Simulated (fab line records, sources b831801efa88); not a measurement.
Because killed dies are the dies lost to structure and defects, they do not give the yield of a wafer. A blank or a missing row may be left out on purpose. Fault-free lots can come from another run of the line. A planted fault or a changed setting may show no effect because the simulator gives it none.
A single fault, viewed from 2 desks :: flow gf180mcu :: numbers are kept per desk, each desk with only its own; the story behind them comes last

FOR THE TOOL OWNER'S DESK: litho_track-04
The tool's own readings at GF_M5_SOFTBAKE_03 (time 60 s): means of the sampled wafers that have a number, for each lot that ran on this tool. The brackets show how far a lot's mean lies from the usual mean; more than 4 standard deviations puts the lot out of limits, marked OUT.
Columns: A = heater_power_total_W at GF_M5_SOFTBAKE_03, usual 93.05 W; B = plate_temp_C at GF_M5_SOFTBAKE_03, usual 129.99 C
lot: L328
first seen here: day 25 12:55
A: 93.03
B: 129.85

lot: L329
first seen here: day 25 23:23
A: 93.07
B: 129.99

lot: L333
first seen here: day 27 16:20
A: 93.06
B: 130.10

lot: L336
first seen here: day 28 14:01
A: 88.24 (-83) OUT
B: 124.73 (-38) OUT

lot: L339
first seen here: day 29 14:08
A: 88.28 (-82) OUT
B: 124.63 (-38) OUT

lot: L340
first seen here: day 29 17:14
A: 88.23 (-83) OUT
B: 124.65 (-38) OUT

lot: L350
first seen here: day 32 05:35
A: 93.05
B: 130.11
This desk's verdict: out of limits on L336, L339, L340, starting with L336 at day 28 14:01 (heater_power_total_W at GF_M5_SOFTBAKE_03). L328, L329, L333, L350: within limits.

FROM THE METROLOGY DESK
Lot by lot, what the gauges showed, no matter which tool ran the lot: averages of those sampled wafers that carry a number. The brackets show how far a lot's mean lies from the usual mean; more than 4 standard deviations puts the lot out of limits, marked OUT.
Columns: A = cd_nm at GF_V4_CD_MEAS_14, usual 259.9 nm; B = cd_nm at GF_M5_CD_MEAS_07, usual 280.4 nm; C = M5_OVL at GF_M5_OVL_MEAS_08, usual 1 nm
lot: L328
first seen here: day 24 02:13
A: 260.0
B: 281.1
C: -3

lot: L329
first seen here: day 24 12:26
A: 258.5
B: 280.0
C: -1

lot: L331
first seen here: day 25 15:50
A: 258.9
B: 280.2
C: -1

lot: L333
first seen here: day 26 07:17
A: 259.3
B: 279.1
C: -4

lot: L336
first seen here: day 27 05:17
A: 259.7
B: 292.6 (+11) OUT
C: 4

lot: L338
first seen here: day 27 15:28
A: 261.3
B: 280.0
C: 6

lot: L339
first seen here: day 27 23:01
A: 259.7
B: 289.1 (+7.9) OUT
C: 2

lot: L340
first seen here: day 28 10:29
A: 259.4
B: 292.2 (+11) OUT
C: -2

lot: L344
first seen here: day 29 15:52
A: 259.7
B: 280.9
C: 2

lot: L347
first seen here: day 30 08:23
A: 260.0
B: 282.7
C: 0

lot: L349
first seen here: day 30 22:35
A: 261.2
B: 280.3
C: 0

lot: L350
first seen here: day 31 02:11
A: 259.9
B: 281.1
C: 3

lot: L351
first seen here: day 31 04:40
A: 261.0
B: 279.9
C: 3
This desk's verdict: out of limits on L336, L339, L340, starting with L336 at day 28 23:34 (cd_nm at GF_M5_CD_MEAS_07). L328, L329, L331, L333, L338, L344, L347, L349, L350, L351: within limits.

ALL TOGETHER
The tool owner's desk could have raised an alarm at day 28 14:01, on L336, L339, L340.
An alarm was possible from the metrology desk at day 28 23:34, on L336, L339, L340.
All the named lots went through GF_M5_SOFTBAKE_03 on litho_track-04.

WHAT THE SIMULATOR PUT IN
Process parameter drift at GF_M5_SOFTBAKE_03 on litho_track-04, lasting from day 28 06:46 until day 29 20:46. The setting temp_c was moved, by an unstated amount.
Shown lots that were struck: L336, L339, L340.
Hours from the fault's start to each desk's first reading out of limits: the tool owner's desk, 7; the metrology desk, 17.
